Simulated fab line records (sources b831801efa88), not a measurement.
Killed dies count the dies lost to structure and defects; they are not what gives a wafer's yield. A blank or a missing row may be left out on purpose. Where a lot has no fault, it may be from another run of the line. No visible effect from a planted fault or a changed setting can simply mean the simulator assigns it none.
Problem report, 8D (eight disciplines) form, completed by code | flow gf180mcu | the parts of the form that need people (team, actions taken, sign-off) are left out

## 1. WHAT IS WRONG
Mean V3_W_RS at GF_V3_RS_MEAS_24: 0.297 ohm/sq over 4 wafers in 3 lots; fault-free wafers: 0.326 ohm/sq, standard deviation 0.0045. Measured from the usual mean, that is -6.4 standard deviations.
The step: measures by four-point-probe.
First observed at day 27 22:59: wafer L910.5, on film-metro-04. The record has a number at this step for 33 wafers belonging to 11 lots. Rule for "out", or "out of limits": more than 4 standard deviations from the usual mean. Any other wafer with a number is counted as sound.

## 2. WHAT IT IS; WHAT IT IS NOT
question                    | is                             | is not
which readings at this step | V3_W_RS                        | -
which lots                  | L910, L915, L916               | L896, L897, L904, L907, L911, L913, L914, L918
which wafers of those lots  | L910.5, L915.2, L915.4, L916.5 | L910.2, L910.6, L915.1, L916.2, L916.6
read on which gauges        | film-metro-04                  | film-metro-01, film-metro-03
when                        | from day 27 22:59              | up to then (14 sound wafers); but 15 sound wafers of L911, L913, L914, L915, L916, L918 came after

## 3. SUSPECTS, AND WHAT RULES EACH OUT
Counting: if a tool at a process step up to the reading ran every lot that is out, it stays a suspect. Sound lots after the first of them don't rule it out here, since some wafers of a struck lot are sound.
- ruled out: the gauge at GF_V3_RS_MEAS_24. All the wafers that are out were read on film-metro-04, but those of them that GF_V3_CVD_23 has rows for are out there too, on other tools.
- cvd-w-01 at GF_V3_CVD_23 (deposits W, target thk 350 nm, time 104.9 s): kept. It ran every lot that is out, first L910 (day 27 22:52); its last sound lot up to then is L904 (day 26 01:11). On those wafers its own readings are out: susceptor-temp-C.
- At GF_V3_CVD_23 on cvd-w-01, chamber 0 took the sound wafers of the same lots and chamber 1 took the wafers that are out.
Left after counting: cvd-w-01 at GF_V3_CVD_23.

## 4. THE CAUSE (what the simulator had put in)
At GF_V3_CVD_23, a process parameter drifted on cvd-w-01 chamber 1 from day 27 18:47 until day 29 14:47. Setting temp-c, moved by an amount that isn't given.
After counting, this tool was the only one left.

## 5. SEQUENCE OF EFFECTS, ordered by route
Rows list readings where the struck wafers' mean (over those with a number) sits beyond 3 standard deviations from the usual. Readings are gone through only where the record gives a usual standard deviation; hours: the median, over the lots, of the time from a lot's start at the first step in this table giving one to that lot's start at this step; sigmas: the change measured in usual standard deviations.
hours | step              | reading          | usual        | on struck wafers | change | sigmas
0     | GF_V3_CVD_23      | susceptor-temp-C | 400.01 C     | 406.04           | +6.03  | +30
0     | GF_V3_RS_MEAS_24  | V3_W_RS          | 0.326 ohm/sq | 0.297            | -0.029 | -6.4
5     | GF_V3_THK_MEAS_25 | V3_W_THK         | 354 nm       | 392              | +38    | +6.1
It contains these process steps:
- GF_V3_CVD_23: deposits W, target thk 350 nm, time 104.9 s.

## 6. WHAT WOULD HAVE CAUGHT IT SOONER
4 hours passed between the start of the fault at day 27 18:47 and the first reading out of limits at a measuring or inspecting step in this record, taken at day 27 22:59.
At GF_V3_CVD_23, the tool's own readings (susceptor-temp-C) were out on each struck wafer the step has a row for, so an alarm limit on them would have fired on the first such wafer.
Among the 3 lots that are out, L915, L916 began GF_V3_CVD_23 on cvd-w-01 after day 27 22:59. A hold on the tool at that time would have spared those 2.
